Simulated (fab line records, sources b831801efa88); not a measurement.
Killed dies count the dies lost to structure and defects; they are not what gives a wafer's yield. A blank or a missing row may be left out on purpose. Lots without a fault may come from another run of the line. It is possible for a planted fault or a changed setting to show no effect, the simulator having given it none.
fab line records / flow sky130 / part 2 of 2: steps 44 to 44 of 44
record lots=6 wafers=18 lastDay=50
route steps=708 shown VIA2@522 METAL3@532 CAPM@537 PAD_OPEN@708
lots that met no fault: from a run of the same line without faults
startH: start of the lot's first displayed wafer, in hours after the record's first day / waitH: time in hours since the lot's previous step / " same as the row above / L1.1+2: several wafers, shown together as one row / - no value, or no start was given / * or withheld: withheld / < > ~ a bound
route shown NAME@n: names a module that has steps shown in the file, with the first one's number in the route / usual: the fault-free wafers' mean and standard deviation / same: alike in all rows / chamber/n: place in a boat / sites: per-site readings / _std_site: standard deviation of those values / _edge_site: outer sites' mean less inner sites' / radiusMm: for every site, how far away it sits from the centre of the wafer / mask NAME#n: copy n / behind: the tool/chamber that last shaped the wafer / hold: cause of the lot's hold/its duration in hours/its outcome / device: whichever transistor did not switch (one of n, p or np) / end of line: at the end of the route, the tests of the same wafers / a step with no rows: only its recipe / killed: not the wafer's yield, but the dies lost to structure and defects at the first sort / map: the dies of a wafer, with x for killed, . for not killed, _ for no die there
set.NAME: setting as actually run; set.NAME@STEP: the setting as run at that earlier step / model.NAME: the simulator's own value behind a step, which no gauge read
certain route steps with their lots: each step a table, each wafer a row
services: when a tool's chamber went out of use (startH, in hours from the record's first day, below 0 if earlier), for how many hours, and the reason
## steps
# step SKY_PAD_OPEN_PROBE_99
# usual defectLimitedYield=82.1/1.9 killed_at_M0_to_M3=44/7.3 killed_at_M4_up=3.5/1.8 killedAtContacts=24/5.8 killedAtFrontEnd=16/4.3 killedAtOther=0.5/0.68 killedDies=88/9.4 killedOpen=48/6.8 killedShort=40/6.1 sort_bin_3_pad_short=0.9/0.39 sort_bin_5_function=10.5/1.4 sort_bin_6_memory=6.4/1.1 sortNPass=404/9.4 sortYieldPct=82.1/1.9
# same grossDies=492 killedAtBackSide=0 sort_bin_4_leakage[%]=0 sort_bin_8_speed[%]=0
lot.wafer=L738.1 tool=prober-02 chamber=- startH=1071.62 waitH=0.1 defectLimitedYield[%]=81.1 killed_at_M0_to_M3=48 killed_at_M4_up=5 killedAtContacts=28 killedAtFrontEnd=12 killedAtOther=0 killedDies=93 killedOpen=41 killedShort=52 sort_bin_3_pad_short[%]=0.8 sort_bin_5_function[%]=10.2 sort_bin_6_memory[%]=7.9 sortNPass=399 sortYieldPct[%]=81.1 model.etest.met3.rsOhmSq=0.0428
lot.wafer=L738.4 tool=prober-02 chamber=- startH=1071.77 waitH=0.2 defectLimitedYield[%]=82.1 killed_at_M0_to_M3=40 killed_at_M4_up=2 killedAtContacts=24 killedAtFrontEnd=22 killedAtOther=0 killedDies=88 killedOpen=48 killedShort=40 sort_bin_3_pad_short[%]=1.0 sort_bin_5_function[%]=10.8 sort_bin_6_memory[%]=6.1 sortNPass=404 sortYieldPct[%]=82.1 model.etest.met3.rsOhmSq=0.04232
lot.wafer=L738.6 tool=prober-02 chamber=- startH=1071.87 waitH=0.2 defectLimitedYield[%]=79.1 killed_at_M0_to_M3=51 killed_at_M4_up=5 killedAtContacts=28 killedAtFrontEnd=18 killedAtOther=1 killedDies=103 killedOpen=54 killedShort=49 sort_bin_3_pad_short[%]=0.6 sort_bin_5_function[%]=14.4 sort_bin_6_memory[%]=5.9 sortNPass=389 sortYieldPct[%]=79.1 model.etest.met3.rsOhmSq=0.04321
lot.wafer=L745.1 tool=prober-01 chamber=- startH=1121.86 waitH=0.1 defectLimitedYield[%]=82.1 killed_at_M0_to_M3=46 killed_at_M4_up=4 killedAtContacts=18 killedAtFrontEnd=19 killedAtOther=1 killedDies=88 killedOpen=42 killedShort=45 sort_bin_3_pad_short[%]=0.6 sort_bin_5_function[%]=10.8 sort_bin_6_memory[%]=6.5 sortNPass=404 sortYieldPct[%]=82.1 model.etest.met3.rsOhmSq=0.04208
lot.wafer=L745.3 tool=prober-01 chamber=- startH=1121.96 waitH=0.2 defectLimitedYield[%]=80.7 killed_at_M0_to_M3=58 killed_at_M4_up=3 killedAtContacts=16 killedAtFrontEnd=18 killedAtOther=0 killedDies=95 killedOpen=54 killedShort=40 sort_bin_3_pad_short[%]=1.4 sort_bin_5_function[%]=10.6 sort_bin_6_memory[%]=7.3 sortNPass=397 sortYieldPct[%]=80.7 model.etest.met3.rsOhmSq=0.04354
lot.wafer=L745.6 tool=prober-01 chamber=- startH=1122.11 waitH=0.2 defectLimitedYield[%]=81.3 killed_at_M0_to_M3=42 killed_at_M4_up=2 killedAtContacts=24 killedAtFrontEnd=22 killedAtOther=2 killedDies=92 killedOpen=46 killedShort=42 sort_bin_3_pad_short[%]=0.6 sort_bin_5_function[%]=11.4 sort_bin_6_memory[%]=6.7 sortNPass=400 sortYieldPct[%]=81.3 model.etest.met3.rsOhmSq=0.04414
lot.wafer=L746.1 tool=prober-02 chamber=- startH=1125.27 waitH=0.1 defectLimitedYield[%]=81.3 killed_at_M0_to_M3=48 killed_at_M4_up=2 killedAtContacts=21 killedAtFrontEnd=21 killedAtOther=0 killedDies=92 killedOpen=56 killedShort=36 sort_bin_3_pad_short[%]=1.2 sort_bin_5_function[%]=11.6 sort_bin_6_memory[%]=5.9 sortNPass=400 sortYieldPct[%]=81.3 model.etest.met3.rsOhmSq=0.04328
lot.wafer=L746.3 tool=prober-02 chamber=- startH=1125.37 waitH=0.2 defectLimitedYield[%]=84.6 killed_at_M0_to_M3=47 killed_at_M4_up=1 killedAtContacts=15 killedAtFrontEnd=12 killedAtOther=1 killedDies=76 killedOpen=44 killedShort=32 sort_bin_3_pad_short[%]=2.2 sort_bin_5_function[%]=8.9 sort_bin_6_memory[%]=4.3 sortNPass=416 sortYieldPct[%]=84.6 model.etest.met3.rsOhmSq=0.04424
lot.wafer=L746.4 tool=prober-02 chamber=- startH=1125.42 waitH=0.2 defectLimitedYield[%]=80.7 killed_at_M0_to_M3=54 killed_at_M4_up=6 killedAtContacts=16 killedAtFrontEnd=19 killedAtOther=0 killedDies=95 killedOpen=44 killedShort=50 sort_bin_3_pad_short[%]=1.6 sort_bin_5_function[%]=9.6 sort_bin_6_memory[%]=8.1 sortNPass=397 sortYieldPct[%]=80.7 model.etest.met3.rsOhmSq=0.04467
lot.wafer=L755.3 tool=prober-02 chamber=- startH=1181.33 waitH=0.2 defectLimitedYield[%]=79.5 killed_at_M0_to_M3=49 killed_at_M4_up=5 killedAtContacts=33 killedAtFrontEnd=14 killedAtOther=0 killedDies=101 killedOpen=59 killedShort=41 sort_bin_3_pad_short[%]=1.6 sort_bin_5_function[%]=11.2 sort_bin_6_memory[%]=7.7 sortNPass=391 sortYieldPct[%]=79.5 model.etest.met3.rsOhmSq=0.04244
lot.wafer=L755.4 tool=prober-02 chamber=- startH=1181.38 waitH=0.2 defectLimitedYield[%]=83.3 killed_at_M0_to_M3=51 killed_at_M4_up=3 killedAtContacts=17 killedAtFrontEnd=10 killedAtOther=1 killedDies=82 killedOpen=40 killedShort=40 sort_bin_3_pad_short[%]=1.2 sort_bin_5_function[%]=9.3 sort_bin_6_memory[%]=6.1 sortNPass=410 sortYieldPct[%]=83.3 model.etest.met3.rsOhmSq=0.04284
lot.wafer=L755.5 tool=prober-02 chamber=- startH=1181.43 waitH=0.2 defectLimitedYield[%]=87.4 killed_at_M0_to_M3=24 killed_at_M4_up=3 killedAtContacts=17 killedAtFrontEnd=17 killedAtOther=1 killedDies=62 killedOpen=28 killedShort=30 sort_bin_3_pad_short[%]=0 sort_bin_5_function[%]=7.5 sort_bin_6_memory[%]=5.1 sortNPass=430 sortYieldPct[%]=87.4 model.etest.met3.rsOhmSq=0.0428
lot.wafer=L759.2 tool=prober-02 chamber=- startH=1187.77 waitH=0.1 defectLimitedYield[%]=82.3 killed_at_M0_to_M3=47 killed_at_M4_up=3 killedAtContacts=19 killedAtFrontEnd=18 killedAtOther=0 killedDies=87 killedOpen=50 killedShort=37 sort_bin_3_pad_short[%]=0.8 sort_bin_5_function[%]=10.6 sort_bin_6_memory[%]=6.3 sortNPass=405 sortYieldPct[%]=82.3 model.etest.met3.rsOhmSq=0.04242
lot.wafer=L759.3 tool=prober-02 chamber=- startH=1187.82 waitH=0.2 defectLimitedYield[%]=85.0 killed_at_M0_to_M3=39 killed_at_M4_up=0 killedAtContacts=19 killedAtFrontEnd=16 killedAtOther=0 killedDies=74 killedOpen=40 killedShort=34 sort_bin_3_pad_short[%]=0.6 sort_bin_5_function[%]=8.7 sort_bin_6_memory[%]=5.7 sortNPass=418 sortYieldPct[%]=85.0 model.etest.met3.rsOhmSq=0.04305
lot.wafer=L759.5 tool=prober-02 chamber=- startH=1187.92 waitH=0.2 defectLimitedYield[%]=83.5 killed_at_M0_to_M3=40 killed_at_M4_up=4 killedAtContacts=22 killedAtFrontEnd=14 killedAtOther=1 killedDies=81 killedOpen=48 killedShort=32 sort_bin_3_pad_short[%]=0.6 sort_bin_5_function[%]=9.8 sort_bin_6_memory[%]=6.1 sortNPass=411 sortYieldPct[%]=83.5 model.etest.met3.rsOhmSq=0.04174
lot.wafer=L760.1 tool=prober-02 chamber=- startH=1198.05 waitH=0.1 defectLimitedYield[%]=82.7 killed_at_M0_to_M3=41 killed_at_M4_up=3 killedAtContacts=27 killedAtFrontEnd=13 killedAtOther=1 killedDies=85 killedOpen=46 killedShort=39 sort_bin_3_pad_short[%]=1.0 sort_bin_5_function[%]=10.6 sort_bin_6_memory[%]=5.7 sortNPass=407 sortYieldPct[%]=82.7 model.etest.met3.rsOhmSq=0.04242
lot.wafer=L760.3 tool=prober-02 chamber=- startH=1198.15 waitH=0.2 defectLimitedYield[%]=85.4 killed_at_M0_to_M3=28 killed_at_M4_up=4 killedAtContacts=24 killedAtFrontEnd=14 killedAtOther=2 killedDies=72 killedOpen=43 killedShort=27 sort_bin_3_pad_short[%]=1.2 sort_bin_5_function[%]=9.3 sort_bin_6_memory[%]=4.1 sortNPass=420 sortYieldPct[%]=85.4 model.etest.met3.rsOhmSq=0.04257
lot.wafer=L760.4 tool=prober-02 chamber=- startH=1198.20 waitH=0.2 defectLimitedYield[%]=84.1 killed_at_M0_to_M3=45 killed_at_M4_up=3 killedAtContacts=18 killedAtFrontEnd=12 killedAtOther=0 killedDies=78 killedOpen=45 killedShort=33 sort_bin_3_pad_short[%]=1.2 sort_bin_5_function[%]=8.9 sort_bin_6_memory[%]=5.7 sortNPass=414 sortYieldPct[%]=84.1 model.etest.met3.rsOhmSq=0.04336
# killed by level:class
L738.1 CONTACT:geometricParticle:short=11 METAL2:geometricParticle:short=11 VIA1:geometricParticle:open=10 VIA3:geometricParticle:open=7 LI_CONTACT:geometricParticle:open=6 POLY_GATE:geometricParticle:short=5 CONTACT:geometricParticle:open=5 VIA2:geometricParticle:open=5
L738.4 CONTACT:geometricParticle:open=11 METAL2:geometricParticle:short=7 POLY_GATE:geometricParticle:open=6 LI_CONTACT:geometricParticle:open=6 VIA2:geometricParticle:short=6 VIA1:geometricParticle:open=5 VIA2:geometricParticle:open=5 VIA3:geometricParticle:open=5
L738.6 VIA1:geometricParticle:open=13 CONTACT:geometricParticle:open=11 LI_CONTACT:geometricParticle:open=8 FIELD_ISO:geometricParticle:short=7 VIA3:geometricParticle:open=7 METAL2:geometricParticle:short=6 METAL3:geometricParticle:short=6 VIA2:geometricParticle:open=5
L745.1 VIA1:geometricParticle:open=13 POLY_GATE:geometricParticle:short=8 METAL3:geometricParticle:short=7 VIA3:geometricParticle:open=7 METAL1:geometricParticle:short=6 LI_CONTACT:geometricParticle:open=6 LOCAL_INTERCONNECT:geometricParticle:short=5 POLY_GATE:geometricParticle:open=4
L745.3 VIA1:geometricParticle:open=15 METAL1:geometricParticle:short=9 LI_CONTACT:geometricParticle:open=7 VIA2:geometricParticle:open=6 CONTACT:geometricParticle:open=6 VIA3:geometricParticle:open=6 POLY_GATE:geometricParticle:open=5 VIA1:geometricParticle:short=5
L745.6 LI_CONTACT:geometricParticle:open=7 VIA1:geometricParticle:short=7 VIA2:geometricParticle:open=7 CONTACT:geometricParticle:open=6 VIA3:geometricParticle:open=6 FIELD_ISO:geometricParticle:open=5 POLY_GATE:geometricParticle:short=5 CONTACT:geometricParticle:short=5
L746.1 VIA1:geometricParticle:open=11 CONTACT:geometricParticle:open=9 VIA3:geometricParticle:open=7 POLY_GATE:geometricParticle:open=5 POLY_GATE:geometricParticle:short=5 LI_CONTACT:geometricParticle:open=5 VIA1:geometricParticle:short=5 VIA2:geometricParticle:open=5
L746.3 VIA1:geometricParticle:open=15 VIA3:geometricParticle:open=8 CONTACT:geometricParticle:open=7 METAL2:geometricParticle:short=5 FIELD_ISO:geometricParticle:short=4 VIA3:geometricParticle:short=4 FIELD_ISO:geometricParticle:open=3 LI_CONTACT:geometricParticle:open=3
L746.4 METAL1:geometricParticle:short=9 VIA3:geometricParticle:open=8 METAL2:geometricParticle:short=7 VIA1:geometricParticle:open=7 FIELD_ISO:geometricParticle:open=6 METAL4:geometricParticle:short=6 VIA2:geometricParticle:open=6 POLY_GATE:geometricParticle:short=5
L755.3 VIA1:geometricParticle:open=19 CONTACT:geometricParticle:open=10 CONTACT:geometricParticle:short=8 LI_CONTACT:geometricParticle:open=7 VIA3:geometricParticle:open=6 METAL2:geometricParticle:short=6 VIA2:geometricParticle:open=6 METAL3:geometricParticle:short=4
L755.4 VIA1:geometricParticle:open=11 METAL1:geometricParticle:short=8 VIA2:geometricParticle:open=7 METAL2:geometricParticle:short=7 CONTACT:geometricParticle:open=6 LI_CONTACT:geometricParticle:open=5 VIA1:geometricParticle:short=4 VIA3:geometricParticle:open=4
L755.5 VIA1:geometricParticle:open=5 LI_CONTACT:geometricParticle:open=5 LOCAL_INTERCONNECT:geometricParticle:short=5 VIA1:geometricParticle:short=5 POLY_GATE:geometricParticle:short=4 POLY_GATE:geometricParticle:open=3 CONTACT:geometricParticle:open=3 VIA2:geometricParticle:open=3
L759.2 VIA2:geometricParticle:open=11 VIA1:geometricParticle:open=10 LI_CONTACT:geometricParticle:open=8 VIA1:geometricParticle:short=6 METAL2:geometricParticle:short=6 CONTACT:geometricParticle:open=5 METAL1:geometricParticle:short=5 FIELD_ISO:geometricParticle:open=4
L759.3 VIA1:geometricParticle:open=11 LI_CONTACT:geometricParticle:open=10 CONTACT:geometricParticle:open=6 POLY_GATE:geometricParticle:short=5 VIA2:geometricParticle:open=5 VIA3:geometricParticle:short=5 METAL1:geometricParticle:short=4 FIELD_ISO:geometricParticle:short=3
L759.5 CONTACT:geometricParticle:open=10 VIA1:geometricParticle:open=10 FIELD_ISO:geometricParticle:open=6 LI_CONTACT:geometricParticle:open=5 VIA3:geometricParticle:short=5 VIA2:geometricParticle:open=5 METAL1:geometricParticle:short=5 METAL3:geometricParticle:short=5
L760.1 VIA2:geometricParticle:open=7 VIA2:geometricParticle:short=7 VIA3:geometricParticle:open=7 LOCAL_INTERCONNECT:geometricParticle:short=6 LI_CONTACT:geometricParticle:open=6 CONTACT:geometricParticle:open=6 VIA1:geometricParticle:open=6 METAL2:geometricParticle:short=5
L760.3 CONTACT:geometricParticle:open=14 LI_CONTACT:geometricParticle:open=5 VIA3:geometricParticle:open=5 SPACER:geometricParticle:short=4 METAL1:geometricParticle:short=4 VIA1:geometricParticle:open=4 VIA2:geometricParticle:open=4 POLY_GATE:geometricParticle:open=3
L760.4 VIA2:geometricParticle:open=10 METAL2:geometricParticle:short=8 LI_CONTACT:geometricParticle:open=7 CONTACT:geometricParticle:open=5 POLY_GATE:geometricParticle:open=4 METAL1:geometricParticle:short=4 VIA1:geometricParticle:open=4 VIA2:geometricParticle:short=4
## services
tool=pvdSputter-03 chamber=- startH=819.52 hours=11.9 kind=repair
tool=pvdSputter-04 chamber=- startH=835.29 hours=12.5 kind=repair
tool=cmp-02 chamber=- startH=843.37 hours=5.6 kind=repair
tool=rieMetal-03 chamber=0 startH=843.56 hours=13.8 kind=repair
tool=pvdSputter-03 chamber=- startH=847.56 hours=12.9 kind=repair
tool=cmp-01 chamber=- startH=876.30 hours=3.9 kind=pm
tool=cmp-02 chamber=- startH=884.25 hours=6.9 kind=pm
tool=cmp-01 chamber=- startH=903.75 hours=0.4 kind=repair
tool=rieMetal-04 chamber=- startH=904.66 hours=0.3 kind=repair
tool=rieMetal-01 chamber=- startH=910.34 hours=0.9 kind=repair
tool=cmp-02 chamber=- startH=915.22 hours=4.0 kind=pm
tool=plasmaAsher-02 chamber=- startH=917.20 hours=0.4 kind=repair
tool=rieMetal-01 chamber=1 startH=936.75 hours=1.5 kind=repair
tool=plasmaAsher-04 chamber=- startH=939.07 hours=6.7 kind=pm
tool=rieMetal-04 chamber=0 startH=948.33 hours=18.1 kind=repair
tool=pvdSputter-01 chamber=- startH=959.15 hours=2.2 kind=repair
tool=cmp-01 chamber=- startH=980.66 hours=5.3 kind=pm
tool=plasmaAsher-02 chamber=- startH=988.31 hours=2.2 kind=repair
tool=plasmaAsher-02 chamber=- startH=988.39 hours=0.8 kind=repair
tool=rieMetal-03 chamber=- startH=995.05 hours=15.6 kind=pm
tool=rieMetal-01 chamber=1 startH=995.34 hours=4.5 kind=repair
tool=rieMetal-02 chamber=- startH=1037.74 hours=2.8 kind=pm
tool=plasmaAsher-04 chamber=- startH=1045.63 hours=7.2 kind=repair
tool=pvdSputter-03 chamber=- startH=1046.33 hours=5.4 kind=repair
## key
firstSign step=SKY_METAL3_SPUTTER_02 reading=chamberPressurePa direction=up sigmas=53 usual=0.4001 struck=0.4380
effect step=SKY_METAL3_SPUTTER_02 reading=throttleValvePct direction=down sigmas=2.3 usual=30.1 struck=28.2
modelEffect step=SKY_METAL3_SPUTTER_02 value=AlCu_of_METAL3_SPUTTER_02.thkNm without=727.3 struck=712.8
modelEffect step=SKY_METAL3_METAL_ETCH_18 value=METAL3.featureDepthNm without=858.1 struck=843.5
modelEffect step=SKY_PAD_OPEN_PROBE_99 value=etest.met3.rsOhmSq without=0.04325 struck=0.04415
metAt SKY_METAL3_SPUTTER_02
struckWafers L745.3,L745.6,L746.3,L746.4
fault kind=processParameterDrift tool=pvdSputter-04 chamber=- onsetH=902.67 steps=SKY_METAL3_SPUTTER_02 channel=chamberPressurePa offset=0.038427 shape=step endH=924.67 actsIn=theseRecipesOnly stated=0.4 scope=struckWafersOnly
